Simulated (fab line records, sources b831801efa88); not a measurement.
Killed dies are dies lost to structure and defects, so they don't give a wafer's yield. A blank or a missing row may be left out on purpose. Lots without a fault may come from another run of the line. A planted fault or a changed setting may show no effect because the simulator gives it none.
A struck lot beside a sound one | flow sfq_line | 13 steps out of a route of 325
Sound: wafers L244.1, L244.3, L244.5. Struck: wafers L254.1, L254.6. (L254.2 of the same lot was not struck and is left out.) The cause comes at the end.
At each step with rows: each side's tool, then ch and its chambers, then its first start. Under that, the readings that differ: sound wafers | struck wafers | difference of the means | sigmas: that difference in standard deviations of wafers without a fault.
alike: readings whose means differ by less than 2 such deviations, and words and numbers that are the same on both sides. not compared: withheld readings, readings that some wafer has no value for, bounds like >300 that may hide the same value, and numbers for which the record gives no deviation and whose values overlap.
The two part at a step that has a row with sigmas, a row that says differs or no value, or rows on one side only. Numbers that don't overlap but have no deviation are shown without sigmas and don't part them. A reading that every wafer of one side lacks parts them only if that side has two wafers or more.

first, 2 steps without rows for these wafers: SFQ_TRILAYER_I2_VIA_STRIP_SOLV_CLEAN_072 (cleans in NMP, time 600 s); SFQ_TRILAYER_M3_DEP_PRE_CLEAN_074 (time 22.5 s).
SFQ_TRILAYER_M3_DEP_SPUTTER_073: material Nb, target thk 200 nm, time 133.3 s.
  sound on pvd_sputter-05, day 39 11:24; struck on pvd_sputter-05, day 42 17:38
  alike: throttle_valve_pct
SFQ_M3_RS_MEAS_919: measures by four-point-probe.
  sound on film_metro-03, day 39 11:29; struck on film_metro-04, day 42 17:44
  alike: M3_NB_RS
then, 6 steps without rows for these wafers: SFQ_TRILAYER_M3_LITHO_COAT_080 (resist thk 62 nm); SFQ_TRILAYER_M3_LITHO_COAT_075 (resist thk 600 nm); SFQ_TRILAYER_M3_LITHO_SOFTBAKE_079; SFQ_TRILAYER_M3_LITHO_EXPOSE_076 (exposes mask M3, target cd 500 nm); SFQ_TRILAYER_M3_LITHO_PEB_078 (peb time 60 s); SFQ_TRILAYER_M3_LITHO_DEVELOP_077 (time 60 s).
-- the record jumps here: 5 days lie between the struck wafers' starts before and after --
SFQ_M3_OVL_MEAS_921:
  sound on overlay-01, day 39 17:56; struck on overlay-02, day 47 09:43
  alike: M3_OVL
SFQ_TRILAYER_M3_BARC_OPEN_METAL_ETCH_100: etches BARC in O2, target depth 125 nm, time 41.7 s.
  sound on rie_metal-04 ch 1, day 39 17:58; struck on rie_metal-03 ch 1, day 47 09:46
  reading                        | sound              | struck      | difference | sigmas
  chamber_pressure_mTorr (mTorr) | 9.994 10.001 9.992 | 8.008 7.989 | -1.997     | -99 or more
  drypump_motor_current_A (A)    | 5.3 5.3 5.3        | 6.1 6.2     | +0.9       | +2
  he_backside_leak_sccm (sccm)   | 3.06 3.05 3.09     | 3.47 3.61   | +0.47      | +2
  alike: oes_product_au
  not compared: rf_hours_counter_h
SFQ_TRILAYER_M3_ETCH_METAL_ETCH_078: etches Nb in Cl2/Ar, stops on SiO2, target depth 240 nm, time 120 s.
  sound on rie_metal-04 ch 1, day 39 18:01; struck on rie_metal-03 ch 1, day 47 09:49
  reading                     | sound       | struck  | difference | sigmas
  drypump_motor_current_A (A) | 5.4 5.3 5.3 | 6.1 6.1 | +0.8       | +2
  alike: chamber_pressure_mTorr, he_backside_leak_sccm, oes_product_au
  not compared: rf_hours_counter_h

WHERE THEY PART
First at SFQ_TRILAYER_M3_BARC_OPEN_METAL_ETCH_100; last, within this record, at SFQ_TRILAYER_M3_ETCH_METAL_ETCH_078.

WHY: what the simulator had put in
Process parameter drift: rie_metal-03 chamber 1, from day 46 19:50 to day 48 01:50, at SFQ_TRILAYER_M3_BARC_OPEN_METAL_ETCH_100. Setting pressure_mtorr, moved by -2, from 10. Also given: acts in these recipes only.
